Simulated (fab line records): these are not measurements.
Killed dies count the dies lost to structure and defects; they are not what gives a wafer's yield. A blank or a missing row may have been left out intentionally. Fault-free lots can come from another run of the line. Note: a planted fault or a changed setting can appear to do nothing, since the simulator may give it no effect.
Which of the tools did it? | flow gf180mcu | 18 wafers from 6 lots sampled at 2 of the route's 602 steps

== WHAT EACH GAUGE READ, for each wafer ==
GF_HV_LDD_OVL_MEAS_20.
lot  | measured     | on         | HV_LDD_01_OVL (nm)
L477 | day 11 13:58 | overlay-01 | 0.7 1.3 0.1
L479 | day 12 04:29 | overlay-02 | 1.1 0.9 0.2
L482 | day 13 01:28 | overlay-02 | 1.4 -0.5 0.1
L491 | day 15 22:25 | overlay-02 | -0.5 -1.1 0.1
L493 | day 16 12:07 | overlay-02 | 1.8 1.3 1.9
L496 | day 17 08:58 | overlay-02 | 0.9 -0.6 -0.1

== TOOL THAT RAN EACH LOT (tool first, then ch and the chambers of the sampled wafers, then the start) ==
lot  | GF_STI_ETCH_14
L477 | rie-si-02 ch 0,2, day 2 11:49
L479 | rie-si-02 ch 0,1,3, day 2 22:11
L482 | rie-si-01 ch 0,2,3, day 3 14:43
L491 | rie-si-02 ch 0,2,3, day 5 13:02
L493 | rie-si-01 ch 1,2,3, day 5 22:49
L496 | rie-si-02 ch 0,1,3, day 6 13:49
- GF_STI_ETCH_14: etches Si in HBr/Cl2/O2, target depth 360 nm, time 102.9 s.

== THE ANSWER, worked out from the rows above alone ==
Rule: usual is defined by the lots themselves. The widest of any qualifying gaps counts: lots, ordered by their means at a reading, are off when they make up no more than a third of the lots, leave a main group of 4 or more, and stand apart from it by 3 or more times the standard deviation of that group's means. A main group whose means are all the same, to the digits that the tables above print for the reading, isn't used. A lot without any number at a reading at which 4 lots or more have one is off too. All remaining lots with rows at the step are treated as sound.
No lot is off at any reading shown: from this, nothing can be told.

== WHAT WAS PUT IN BY THE SIMULATOR ==
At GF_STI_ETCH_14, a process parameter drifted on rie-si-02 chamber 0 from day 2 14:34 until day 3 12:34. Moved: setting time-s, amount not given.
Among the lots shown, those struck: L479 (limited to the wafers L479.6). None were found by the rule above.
